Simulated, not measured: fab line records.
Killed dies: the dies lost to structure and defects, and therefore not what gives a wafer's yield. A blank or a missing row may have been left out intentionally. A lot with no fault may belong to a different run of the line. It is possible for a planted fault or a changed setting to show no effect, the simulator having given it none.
Split-lot experiment || flow gf180mcu || route with 602 steps; 5 lots, 23 wafers read

## ABOUT THE SPLIT
At GF_V5_CMP_04 (polishes SiO2), the setting leave-above-ref-nm was moved away from the recipe's 855 nm on 8 of the 23 wafers read, by +2.7% to +4.1%. For the rest of the wafers, this setting stayed at what the recipe calls for.

## FROM THE SPLIT TO THE READING: what the file shows between them, 3 steps
- GF_V5_PEB_12: peb time 90 s (also split here: peb-temp-c)
- GF_V5_DEVELOP_13: develop time 60 s
- GF_V5_ETCH_16: etches BARC in N2/H2

## THE READING
oes-product-au, in a.u., at GF_V5_ETCH_17 (etches SiO2 in C4F8/O2/Ar, stops on TiN, target depth 855 nm). A value of 0.861 a.u. with a standard deviation of 0.0042 a.u. is what fault-free wafers of this fab line usually give.

{"wafer": "L074.2", "tool, chamber at the split": "cmp-02, 1,2,0", "leave-above-ref-nm as run, nm": 877.7, "against the recipe": "+2.7%", "oes-product-au, a.u.": 0.876, "against lot-mates on the recipe": "+0.017"}
{"wafer": "L074.3", "tool, chamber at the split": "cmp-02, 1,2,0", "leave-above-ref-nm as run, nm": 877.7, "against the recipe": "+2.7%", "oes-product-au, a.u.": 0.873, "against lot-mates on the recipe": "+0.014"}
{"wafer": "L074.4", "tool, chamber at the split": "cmp-02, 1,2,0", "leave-above-ref-nm as run, nm": 877.7, "against the recipe": "+2.7%", "oes-product-au, a.u.": 0.871, "against lot-mates on the recipe": "+0.012"}
{"wafer": "L074.5", "tool, chamber at the split": "cmp-02, 1,2", "leave-above-ref-nm as run, nm": 855, "against the recipe": "recipe", "oes-product-au, a.u.": 0.860, "against lot-mates on the recipe": "-"}
{"wafer": "L074.6", "tool, chamber at the split": "cmp-02, 1,2", "leave-above-ref-nm as run, nm": 855, "against the recipe": "recipe", "oes-product-au, a.u.": 0.857, "against lot-mates on the recipe": "-"}
{"wafer": "L078.1", "tool, chamber at the split": "cmp-01, 2,3,0,1,2", "leave-above-ref-nm as run, nm": 855, "against the recipe": "recipe", "oes-product-au, a.u.": 0.860, "against lot-mates on the recipe": "-"}
{"wafer": "L078.2", "tool, chamber at the split": "cmp-01, 2,3,0,1,2", "leave-above-ref-nm as run, nm": 855, "against the recipe": "recipe", "oes-product-au, a.u.": 0.868, "against lot-mates on the recipe": "-"}
{"wafer": "L078.4", "tool, chamber at the split": "cmp-01, 2,3,0,1,2", "leave-above-ref-nm as run, nm": 855, "against the recipe": "recipe", "oes-product-au, a.u.": 0.856, "against lot-mates on the recipe": "-"}
{"wafer": "L078.5", "tool, chamber at the split": "cmp-01, 2,3,0,1,2", "leave-above-ref-nm as run, nm": 855, "against the recipe": "recipe", "oes-product-au, a.u.": 0.863, "against lot-mates on the recipe": "-"}
{"wafer": "L078.6", "tool, chamber at the split": "cmp-01, 2,3,0,1,2", "leave-above-ref-nm as run, nm": 855, "against the recipe": "recipe", "oes-product-au, a.u.": 0.865, "against lot-mates on the recipe": "-"}
{"wafer": "L082.2", "tool, chamber at the split": "cmp-02, 3,0,1", "leave-above-ref-nm as run, nm": 855, "against the recipe": "recipe", "oes-product-au, a.u.": 0.857, "against lot-mates on the recipe": "-"}
{"wafer": "L082.3", "tool, chamber at the split": "cmp-02, 3,0,1", "leave-above-ref-nm as run, nm": 855, "against the recipe": "recipe", "oes-product-au, a.u.": 0.867, "against lot-mates on the recipe": "-"}
{"wafer": "L082.4", "tool, chamber at the split": "cmp-02, 3,0,1", "leave-above-ref-nm as run, nm": 855, "against the recipe": "recipe", "oes-product-au, a.u.": 0.857, "against lot-mates on the recipe": "-"}
{"wafer": "L084.1", "tool, chamber at the split": "cmp-01, 2,0", "leave-above-ref-nm as run, nm": 878.2, "against the recipe": "+2.7%", "oes-product-au, a.u.": 0.871, "against lot-mates on the recipe": "+0.008"}
{"wafer": "L084.2", "tool, chamber at the split": "cmp-01, 1,3,2", "leave-above-ref-nm as run, nm": 855, "against the recipe": "recipe", "oes-product-au, a.u.": 0.863, "against lot-mates on the recipe": "-"}
{"wafer": "L084.3", "tool, chamber at the split": "cmp-01, 2,0", "leave-above-ref-nm as run, nm": 878.2, "against the recipe": "+2.7%", "oes-product-au, a.u.": 0.878, "against lot-mates on the recipe": "+0.015"}
{"wafer": "L084.4", "tool, chamber at the split": "cmp-01, 1,3,2", "leave-above-ref-nm as run, nm": 855, "against the recipe": "recipe", "oes-product-au, a.u.": 0.865, "against lot-mates on the recipe": "-"}
{"wafer": "L084.6", "tool, chamber at the split": "cmp-01, 1,3,2", "leave-above-ref-nm as run, nm": 855, "against the recipe": "recipe", "oes-product-au, a.u.": 0.860, "against lot-mates on the recipe": "-"}
{"wafer": "L085.1", "tool, chamber at the split": "cmp-01, 2,3,0", "leave-above-ref-nm as run, nm": 889.7, "against the recipe": "+4.1%", "oes-product-au, a.u.": 0.876, "against lot-mates on the recipe": "+0.017"}
{"wafer": "L085.3", "tool, chamber at the split": "cmp-01, 1", "leave-above-ref-nm as run, nm": 855, "against the recipe": "recipe", "oes-product-au, a.u.": 0.860, "against lot-mates on the recipe": "-"}
{"wafer": "L085.4", "tool, chamber at the split": "cmp-01, 2,3,0", "leave-above-ref-nm as run, nm": 889.7, "against the recipe": "+4.1%", "oes-product-au, a.u.": 0.886, "against lot-mates on the recipe": "+0.027"}
{"wafer": "L085.5", "tool, chamber at the split": "cmp-01, 1", "leave-above-ref-nm as run, nm": 855, "against the recipe": "recipe", "oes-product-au, a.u.": 0.857, "against lot-mates on the recipe": "-"}
{"wafer": "L085.6", "tool, chamber at the split": "cmp-01, 2,3,0", "leave-above-ref-nm as run, nm": 889.7, "against the recipe": "+4.1%", "oes-product-au, a.u.": 0.878, "against lot-mates on the recipe": "+0.019"}
Where a row lists several chambers, the file gives one row for several wafers and doesn't say which wafer went through which chamber.

THE FIT
A straight line over all 23 wafers: oes-product-au changes by +0.00472 a.u. for each +1% of leave-above-ref-nm; r = +0.90; the points scatter about the line by 0.0039 a.u.
The same after taking each lot's own level away (the mean of its wafers on the recipe; 23 wafers): +0.00522 a.u. for each +1%; r = +0.92; scatter 0.0037 a.u.
The reading moves by 0.021 a.u. for the largest change in leave-above-ref-nm, on that fit.
The lots' own levels span 0.8585 to 0.8627 a.u., that is 1.0 times the standard deviation above.
The two slopes agree, so the slope changes little with the lot-to-lot level.
Check: with one of the wafers moved furthest among these (+4.1%) left out of the fit, the line predicts +0.022 a.u. for it against its lot-mates. Against them it came out at +0.0175 a.u.

## THE OTHER SPLITS THESE WAFERS WENT THROUGH
Note: prior to the reading, these wafers also went through further splits. Each is held against what the fit with the lots' levels taken away leaves over:
{"other split on the same wafers": "GF_MIM_SPUTTER_08 power-w", "wafers away from the commonest value": 6, "r with oes-product-au (lot level and that fit taken away)": "+0.07"}
{"other split on the same wafers": "GF_MIM_METAL_ETCH_19 icp-w", "wafers away from the commonest value": 7, "r with oes-product-au (lot level and that fit taken away)": "+0.09"}
{"other split on the same wafers": "GF_V5_PEB_12 peb-temp-c", "wafers away from the commonest value": 9, "r with oes-product-au (lot level and that fit taken away)": "+0.20"}

## FILE'S OWN FIT
oes-product-au changes by +0.00516 a.u. for each +1% of leave-above-ref-nm, r = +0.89.
